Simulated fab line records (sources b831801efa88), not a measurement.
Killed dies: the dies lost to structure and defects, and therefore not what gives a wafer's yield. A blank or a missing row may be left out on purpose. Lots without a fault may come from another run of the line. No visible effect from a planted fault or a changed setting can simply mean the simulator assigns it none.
fab line records    flow sky130
record lots=4  wafers=12  last-day=50
route steps=708 shown PWDE@53 NWELL@56 VT_ADJUST_HVTP@85 VIA2@521 PAD_OPEN@708
lots that met no fault: taken from a fault-free run of the same line
start-h: hours from the record's opening day to when the first of the lot's shown wafers began    wait-h: how many hours have passed since the lot's step before this one    " the same as in the row above    L1.1+2: several wafers, shown together as one row    - no value, or no start given    * or withheld: withheld    < > ~ a bound
route shown NAME@n: NAME is a module with steps in the file, n the number in the route of the first one    usual: average and standard deviation across the fault-free wafers    same: alike in all rows    chamber/n: place in a boat    sites: readings site by site    _std_site: standard deviation of those values    _edge_site: the outer-site mean with the inner-site mean subtracted    radius-mm: how far each site lies from the wafer's centre    mask NAME#n: copy n    behind: the last tool/chamber to shape the wafer    hold: why the lot was held/for how many hours/how that ended    device: the n, p or np transistor that did not switch    end of line: at the end of the route, the tests of the same wafers    a step with no rows: only its recipe    killed: at the first sort, the dies lost to defects and structure; wafer yield is something else    map: a wafer's dies, marking killed ones x, the rest . and places with no die _
set.NAME: the setting the step ran with; set.NAME@STEP: the setting that earlier step ran with    model.NAME: the simulator's own value behind a step, which no gauge read
certain route steps with their lots: each step a table, each wafer a row
services: when a tool's chamber went out of use (start-h, in hours from the record's first day, below 0 if earlier), for how many hours, and the reason
## steps
# step SKY_PWDE_IMPLANT_08
# recipe species=B  energy-kev=150  dose-cm2=3.6e+12  tilt-deg=withheld
# step SKY_PWDE_STRIP_09
# recipe chemistry=O2/N2  power-w=1400  pressure-mtorr=1500  platen-temp-c=withheld  o2-flow-sccm=3000  n2-flow-sccm=300  overash-fraction=0.5
# step SKY_NWELL_DEHYDRATE_03
# recipe temp-c=200  time-s=60
# step SKY_NWELL_HMDS_04
# recipe prime-time-s=60  prime-temp-c=120
# step SKY_NWELL_COAT_05
# recipe spin-rpm=2000  resist-thk-nm=3000
# step SKY_NWELL_SOFTBAKE_06
# recipe temp-c=110  time-s=withheld
# step SKY_NWELL_EXPOSE_07
# recipe mask-id=NWM  na=0.6  source-shape=conventional  sigma-outer=0.6  polarization=unpolarized  target-cd-nm=840  dose-mj=255
# step SKY_NWELL_PEB_08
# recipe temp-c=115  time-s=withheld
# step SKY_NWELL_DEVELOP_09
# recipe wall-angle-deg=90  developer=TMAH  develop-time-s=60  dev-temp-c=23
# step SKY_NWELL_IMPLANT_11
# recipe species=P  energy-kev=400  dose-cm2=1.9e+13  tilt-deg=withheld
# usual beam-on-s=9.99/0.2  dose-ions-cm2=1.8996e+13/2.4e+10  faraday-current-uA=107.2/2.1
lot.wafer  tool          chamber  start-h  wait-h  beam-on-s  dose-ions-cm2  faraday-current-uA
L778.3     implanter-03  0        110.21   0.1     9.75       1.9045e+13     110.2
L778.4     "             0        "        "       10.35      1.8982e+13     103.3
L778.6     "             0        "        "       10.17      1.9016e+13     105.4
L792.3     implanter-03  0        191.84   0.1     10.05      1.1373e+13     63.9
L792.4     "             0        "        "       9.95       1.1317e+13     64.2
L792.5     "             0        "        "       9.72       1.1344e+13     65.8
L794.1     implanter-03  0        203.69   0.0     10.24      1.1394e+13     62.8
L794.3     "             0        "        "       10.19      1.1373e+13     63.3
L794.5     "             0        "        "       9.84       1.1369e+13     65.1
L797.2     implanter-04  0        224.07   0.0     10.44      1.902e+13      102.8
L797.3     "             0        "        "       10.09      1.9011e+13     106.5
L797.6     "             0        "        "       9.82       1.8985e+13     109.0
# step SKY_NWELL_IMPLANT_12
# recipe species=P  energy-kev=120  dose-cm2=1.3e+12  tilt-deg=withheld
# step SKY_NWELL_IMPLANT_13
# recipe species=P  energy-kev=50  dose-cm2=7e+11  tilt-deg=withheld
# step SKY_NWELL_STRIP_14
# recipe chemistry=O2/N2  power-w=1400  pressure-mtorr=1500  platen-temp-c=withheld  o2-flow-sccm=3000  n2-flow-sccm=300  overash-fraction=0.5
# step SKY_NWELL_TW_MEAS_15
# usual NWELL_TW=1825/12
lot.wafer  tool           chamber  start-h  wait-h  NWELL_TW
L778.3     film-metro-01  -        110.73   0.1     1829
L778.4     "              -        "        "       1834
L778.6     "              -        "        "       1831
L792.3     film-metro-03  -        192.36   0.1     1551
L792.4     "              -        "        "       1553
L792.5     "              -        "        "       1550
L794.1     film-metro-02  -        204.24   0.1     1568
L794.3     "              -        "        "       1566
L794.5     "              -        "        "       1563
L797.2     film-metro-02  -        224.60   0.1     1843
L797.3     "              -        "        "       1838
L797.6     "              -        "        "       1834
# step SKY_NWELL_DEHYDRATE_16
# recipe temp-c=200  time-s=60
# step SKY_NWELL_HMDS_17
# recipe prime-time-s=60  prime-temp-c=120
# step SKY_NWELL_COAT_18
# recipe spin-rpm=2000  resist-thk-nm=3000
# step SKY_NWELL_SOFTBAKE_19
# recipe temp-c=110  time-s=withheld
# step SKY_NWELL_EXPOSE_20
# recipe mask-id=NWM_COMPLEMENT  na=0.6  source-shape=conventional  sigma-outer=0.6  polarization=unpolarized  target-cd-nm=840  dose-mj=260
# step SKY_NWELL_PEB_21
# recipe temp-c=115  time-s=withheld
# step SKY_NWELL_DEVELOP_22
# recipe wall-angle-deg=90  developer=TMAH  develop-time-s=60  dev-temp-c=23
# step SKY_NWELL_IMPLANT_24
# recipe species=B  energy-kev=140  dose-cm2=9.2e+12  tilt-deg=withheld
# step SKY_NWELL_STRIP_25
# recipe chemistry=O2/N2  power-w=1400  pressure-mtorr=1500  platen-temp-c=withheld  o2-flow-sccm=3000  n2-flow-sccm=300  overash-fraction=0.5
# step SKY_NWELL_CLEAN_27
# recipe chemistry=SC1/SC2  mix=1:4:20  temp-c=70  time-s=150  dry=n2-spin
# step SKY_NWELL_RTA_28
# recipe temp-c=1050  time-s=30  idle-temp-c=650  ramp-up-c-per-s=150  ramp-down-c-per-s=90  ambient=N2
# step SKY_NWELL_RS_MEAS_29
# recipe thk-meas-gauge=four-point-probe
# usual NWELL_RS=624.0/1.7
lot.wafer  tool           chamber  start-h  wait-h  NWELL_RS[ohm/sq]
L778.3     film-metro-01  -        129.13   0.1     623.8
L778.4     "              -        "        "       623.0
L778.6     "              -        "        "       623.2
L792.3     film-metro-03  -        214.05   0.1     820.6
L792.4     "              -        "        "       819.7
L792.5     "              -        "        "       820.2
L794.1     film-metro-01  -        226.70   0.1     820.5
L794.3     "              -        "        "       820.0
L794.5     "              -        "        "       819.1
L797.2     film-metro-02  -        248.32   0.1     622.2
L797.3     "              -        "        "       624.3
L797.6     "              -        "        "       625.8
# step SKY_VT_ADJUST_HVTP_DEHYDRATE_00
# recipe temp-c=200  time-s=60
# step SKY_VT_ADJUST_HVTP_HMDS_01
# recipe prime-time-s=60  prime-temp-c=120
# step SKY_VT_ADJUST_HVTP_COAT_02
# recipe resist=NOVOLAK  spin-rpm=3000  resist-thk-nm=1140
# step SKY_VT_ADJUST_HVTP_SOFTBAKE_03
# recipe temp-c=90  time-s=60  resist=NOVOLAK
# step SKY_VT_ADJUST_HVTP_EXPOSE_04
# recipe mask-id=HVTPM  na=0.6  source-shape=conventional  sigma-outer=0.6  polarization=unpolarized  target-cd-nm=380  dose-mj=140
# step SKY_VT_ADJUST_HVTP_PEB_05
# recipe temp-c=withheld  time-s=*  resist=NOVOLAK
# step SKY_VT_ADJUST_HVTP_DEVELOP_06
# recipe resist=NOVOLAK  developer=TMAH  develop-time-s=60  dev-temp-c=23
# step SKY_VIA2_ETCH_14
# recipe chemistry=N2/H2  target=BARC  ion-energy-ev=200  source-w=500  bias-w=100  pressure-mtorr=30  n2-flow-sccm=100  h2-flow-sccm=200  stop-on=SiO2  time-s=45.9  target-depth-a=600
# usual drypump-motor-current-A=5.8/0.46  oes-product-au=0.855/0.0049  throttle-valve-pct=13.225/0.0081
lot.wafer  tool         chamber  start-h  wait-h  drypump-motor-current-A  oes-product-au  rf-hours-counter-h  throttle-valve-pct  model.VIA2.cd-nm
L778.3     rie-diel-02  1        883.14   0.0     5.7                      0.855           9                   13.208              201.7
L778.4     "            0        "        "       6.0                      0.859           14                  13.227              201
L778.6     "            1        "        "       5.7                      0.856           -                   13.217              202.8
L792.3     rie-diel-04  1        981.07   0.0     6.3                      0.852           6                   13.221              199.2
L792.4     "            0        "        "       5.9                      0.852           4                   13.207              197.6
L792.5     "            3        "        "       5.6                      0.849           -                   13.227              198.4
L794.1     rie-diel-04  0        994.62   0.0     5.8                      0.848           4                   13.219              205.5
L794.3     "            1        "        "       6.3                      0.855           7                   13.226              204.9
L794.5     "            3        "        "       5.7                      0.854           -                   13.226              206.2
L797.2     rie-diel-01  3        1013.73  0.0     6.6                      0.859           20                  13.230              199.1
L797.3     "            1        "        "       6.0                      0.853           12                  13.203              202
L797.6     "            2        "        "       5.5                      0.864           -                   13.220              201.3
# step SKY_VIA2_ETCH_15
# recipe target=SiO2  chemistry=C4F8/O2/Ar  target-depth-nm=546  stop-on=TiN  mask-material=KrF-thick  source-w=1500  bias-w=1200  pressure-mtorr=40  c4f8-flow-sccm=withheld  O2_flow_sccm=6  Ar_flow_sccm=300  time-s=84
# usual oes-product-au=0.940/0.0047
lot.wafer  tool         chamber  start-h  wait-h  oes-product-au  rf-hours-counter-h  model.VIA2.cd-nm
L778.3     rie-diel-02  1        883.18   0.0     0.933           9                   202.7
L778.4     "            0        "        "       0.935           14                  197
L778.6     "            1        "        "       0.937           -                   204.8
L792.3     rie-diel-04  1        981.11   0.0     0.936           6                   199.3
L792.4     "            0        "        "       0.937           4                   193.5
L792.5     "            3        "        "       0.942           -                   197.3
L794.1     rie-diel-04  0        994.66   0.0     0.943           4                   202.7
L794.3     "            1        "        "       0.943           7                   204.9
L794.5     "            3        "        "       0.948           -                   205.1
L797.2     rie-diel-01  3        1013.77  0.0     0.944           20                  192.5
L797.3     "            1        "        "       0.938           12                  195.9
L797.6     "            2        "        "       0.943           -                   199.1
# step SKY_PAD_OPEN_PROBE_99
# usual killed_at_M0_to_M3=44/6.5  killed_at_M4_up=3.3/1.7  killed-at-contacts=25/5.3  killed-at-front-end=15/5  killed-at-other=0.2/0.47  killed-dies=87/9.9  killed-open=47/8  killed-short=39/6.1
# same gross-dies=492  killed-at-back-side=0
lot.wafer  tool       chamber  start-h  wait-h  killed_at_M0_to_M3  killed_at_M4_up  killed-at-contacts  killed-at-front-end  killed-at-other  killed-dies  killed-open  killed-short  model.etest.nfet_16v.r-on-ohm-um  model.etest.pfet_16v.r-on-ohm-um  model.etest.res-nwell.line-ohm-um  model.etest.res-nwell.rs-ohm-sq  model.etest.tip_p_5v.rs-ohm-sq  model.etest.res-iso-pwell.width-nm  model.etest.res-nwell.width-nm  model.etest.pfet_16v.drive-ua-um
L778.3     prober-01  -        1105.05  0.2     51                  1                22                  17                   1                92           46           46            1.403e+04                         1.496e+04                         1159                               954.5                            2898                            2675                                817.8                           240.4
L778.4     prober-01  -        1105.10  0.2     35                  4                31                  12                   0                82           54           28            1.419e+04                         1.543e+04                         1228                               998                              2900                            2666                                823.3                           232.5
L778.6     prober-01  -        1105.20  0.2     41                  4                33                  14                   0                92           51           41            1.407e+04                         1.544e+04                         1209                               1008                             2893                            2671                                821.2                           237.7
L792.3     prober-01  -        1176.28  0.2     40                  3                30                  14                   0                87           51           36            1.618e+04                         1.476e+04                         1648                               1342                             2775                            2667                                806.5                           261.8
L792.4     prober-01  -        1176.33  0.2     41                  1                37                  7                    1                87           57           30            1.613e+04                         1.459e+04                         1625                               1316                             2754                            2676                                801.8                           263.6
L792.5     prober-01  -        1176.38  0.2     38                  6                15                  13                   0                72           38           34            1.638e+04                         1.476e+04                         1639                               1308                             2756                            2671                                805.2                           263.2
L794.1     prober-01  -        1188.82  0.1     44                  2                20                  18                   0                84           48           36            1.633e+04                         1.422e+04                         1587                               1245                             2764                            2684                                797.4                           267
L794.3     prober-01  -        1188.92  0.2     34                  3                16                  13                   2                68           38           30            1.683e+04                         1.465e+04                         1592                               1286                             2774                            2694                                798.1                           260.8
L794.5     prober-01  -        1189.02  0.2     37                  2                31                  14                   1                85           47           38            1.67e+04                          1.463e+04                         1622                               1279                             2755                            2687                                796.8                           263.7
L797.2     prober-02  -        1200.44  0.1     40                  4                25                  11                   0                80           43           37            1.408e+04                         1.494e+04                         1152                               956                              2827                            2642                                835.1                           253.1
L797.3     prober-02  -        1200.49  0.2     49                  4                28                  25                   0                106          54           52            1.424e+04                         1.521e+04                         1163                               972.6                            2852                            2659                                836.9                           247.6
L797.6     prober-02  -        1200.64  0.2     43                  4                19                  7                    0                73           44           29            1.414e+04                         1.516e+04                         1183                               969.4                            2815                            2675                                831.2                           251.9
# killed by level:class
L778.3 CONTACT:geometric-particle:open=9 VIA2:geometric-particle:open=9 METAL2:geometric-particle:short=8 VIA1:geometric-particle:open=8 FIELD_ISO:geometric-particle:short=7 LI_CONTACT:geometric-particle:open=7 VIA1:geometric-particle:short=6 LI_CONTACT:geometric-particle:short=5
L778.4 CONTACT:geometric-particle:open=16 LI_CONTACT:geometric-particle:open=9 VIA3:geometric-particle:open=6 VIA1:geometric-particle:open=5 METAL2:geometric-particle:short=5 VIA2:geometric-particle:open=5 CONTACT:geometric-particle:short=4 FIELD_ISO:geometric-particle:short=3
L778.6 CONTACT:geometric-particle:open=14 VIA1:geometric-particle:open=11 LI_CONTACT:geometric-particle:open=7 CONTACT:geometric-particle:short=6 METAL2:geometric-particle:short=5 VIA2:geometric-particle:open=5 FIELD_ISO:geometric-particle:short=4 LOCAL_INTERCONNECT:geometric-particle:short=4
L792.3 VIA1:geometric-particle:open=12 CONTACT:geometric-particle:open=10 CONTACT:geometric-particle:short=9 VIA2:geometric-particle:open=7 LI_CONTACT:geometric-particle:open=5 VIA1:geometric-particle:short=5 VIA3:geometric-particle:open=5 LOCAL_INTERCONNECT:geometric-particle:short=4
L792.4 CONTACT:geometric-particle:open=16 VIA1:geometric-particle:open=15 CONTACT:geometric-particle:short=8 LI_CONTACT:geometric-particle:open=7 VIA3:geometric-particle:open=7 METAL1:geometric-particle:short=4 VIA1:geometric-particle:short=4 VIA2:geometric-particle:open=3
L792.5 VIA1:geometric-particle:open=10 FIELD_ISO:geometric-particle:open=6 CONTACT:geometric-particle:open=6 VIA3:geometric-particle:open=6 METAL4:geometric-particle:short=6 FIELD_ISO:geometric-particle:short=5 VIA1:geometric-particle:short=5 METAL2:geometric-particle:short=5
L794.1 VIA1:geometric-particle:open=10 CONTACT:geometric-particle:open=7 VIA2:geometric-particle:open=6 VIA3:geometric-particle:open=6 FIELD_ISO:geometric-particle:short=5 LI_CONTACT:geometric-particle:open=5 METAL1:geometric-particle:short=5 VIA2:geometric-particle:short=5
L794.3 VIA1:geometric-particle:open=9 CONTACT:geometric-particle:open=6 VIA3:geometric-particle:open=6 FIELD_ISO:geometric-particle:open=5 VIA2:geometric-particle:open=4 METAL3:geometric-particle:short=4 FIELD_ISO:geometric-particle:short=3 POLY_GATE:geometric-particle:short=3
L794.5 CONTACT:geometric-particle:open=14 VIA1:geometric-particle:open=8 METAL2:geometric-particle:short=6 LI_CONTACT:geometric-particle:open=5 VIA3:geometric-particle:open=5 METAL3:geometric-particle:short=5 VIA2:geometric-particle:open=5 FIELD_ISO:geometric-particle:open=4
L797.2 VIA1:geometric-particle:open=10 CONTACT:geometric-particle:open=8 LI_CONTACT:geometric-particle:open=6 LOCAL_INTERCONNECT:geometric-particle:short=5 METAL1:geometric-particle:short=4 VIA1:geometric-particle:short=4 VIA2:geometric-particle:open=4 VIA3:geometric-particle:open=4
L797.3 CONTACT:geometric-particle:open=12 VIA1:geometric-particle:open=11 FIELD_ISO:geometric-particle:open=7 POLY_GATE:geometric-particle:short=7 VIA2:geometric-particle:short=6 FIELD_ISO:geometric-particle:short=5 POLY_GATE:geometric-particle:open=5 LOCAL_INTERCONNECT:geometric-particle:short=5
L797.6 VIA1:geometric-particle:open=14 CONTACT:geometric-particle:open=8 CONTACT:geometric-particle:short=5 VIA2:geometric-particle:open=5 VIA1:geometric-particle:short=4 METAL2:geometric-particle:short=4 FIELD_ISO:geometric-particle:open=3 METAL1:geometric-particle:short=3
## services
tool          chamber  start-h  hours  kind
implanter-03  -        262.80   6.1    pm
implanter-03  -        270.13   1.3    repair
rie-diel-04   3        271.47   7.2    repair
rie-diel-04   -        285.65   0.3    repair
rie-diel-04   2        303.31   36.7   repair
implanter-03  -        312.48   1.0    repair
rie-diel-04   0        333.96   1.3    repair
implanter-03  -        354.64   1.7    repair
implanter-03  -        364.46   1.1    repair
rie-diel-04   2        377.79   5.5    repair
rie-diel-04   3        378.95   19.7   repair
rie-diel-04   1        383.67   23.3   repair
implanter-03  -        432.76   3.8    pm
rie-diel-04   3        435.45   13.4   repair
rie-diel-04   3        514.62   13.9   repair
rie-diel-04   -        546.28   0.3    repair
rie-diel-04   -        644.25   0.5    repair
implanter-03  -        672.22   1.5    repair
rie-diel-04   1        684.20   1.4    repair
rie-diel-04   -        776.36   2.4    repair
implanter-03  -        844.42   0.9    repair
rie-diel-04   0        882.07   48.4   repair
rie-diel-04   -        949.04   1.0    repair
rie-diel-04   1        969.12   3.3    repair
## key
first-sign step=SKY_NWELL_IMPLANT_11  reading=dose-ions-cm2  direction=down  sigmas=99+  usual=*  struck=*
effect step=SKY_NWELL_IMPLANT_11  reading=faraday-current-uA  direction=down  sigmas=20  usual=107.2  struck=64.2
effect step=SKY_NWELL_TW_MEAS_15  reading=NWELL_TW  direction=down  sigmas=22  usual=1825  struck=1559
effect step=SKY_NWELL_RS_MEAS_29  reading=NWELL_RS  direction=up  sigmas=99+  usual=624.0  struck=820.0
model-effect step=SKY_VIA2_ETCH_14  value=VIA2.cd-nm  without=198.8  struck=202
model-effect step=SKY_VIA2_ETCH_15  value=VIA2.cd-nm  without=197.3  struck=200.5
model-effect step=SKY_PAD_OPEN_PROBE_99  value=etest.nfet_16v.r-on-ohm-um  without=1.405e+04  struck=1.642e+04
met-at SKY_NWELL_IMPLANT_11
struck-wafers L792.3,L792.4,L792.5,L794.1,L794.3,L794.5
tester-left-out L792,L794
loop-trim step=SKY_VIA2_EXPOSE_09  setting=dose  lots=L794
onset-between 110.21 191.84
fault kind=process-parameter-drift  tool=implanter-03  chamber=-  onset-h=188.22  steps=SKY_NWELL_IMPLANT_11  channel=dose-cm2  offset=*  shape=step  end-h=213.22  acts-in=*  stated=*
# tester-left-out: of these lots the tester's yield and bins aren't shown, on N5 and GAA mostly nor the transistor test; their killed dies are dies lost to structure and defects alone, not to doping, threshold or leakage, so they don't give the yield
# loop-trim: a control loop set the setting to another value than it would have without faults
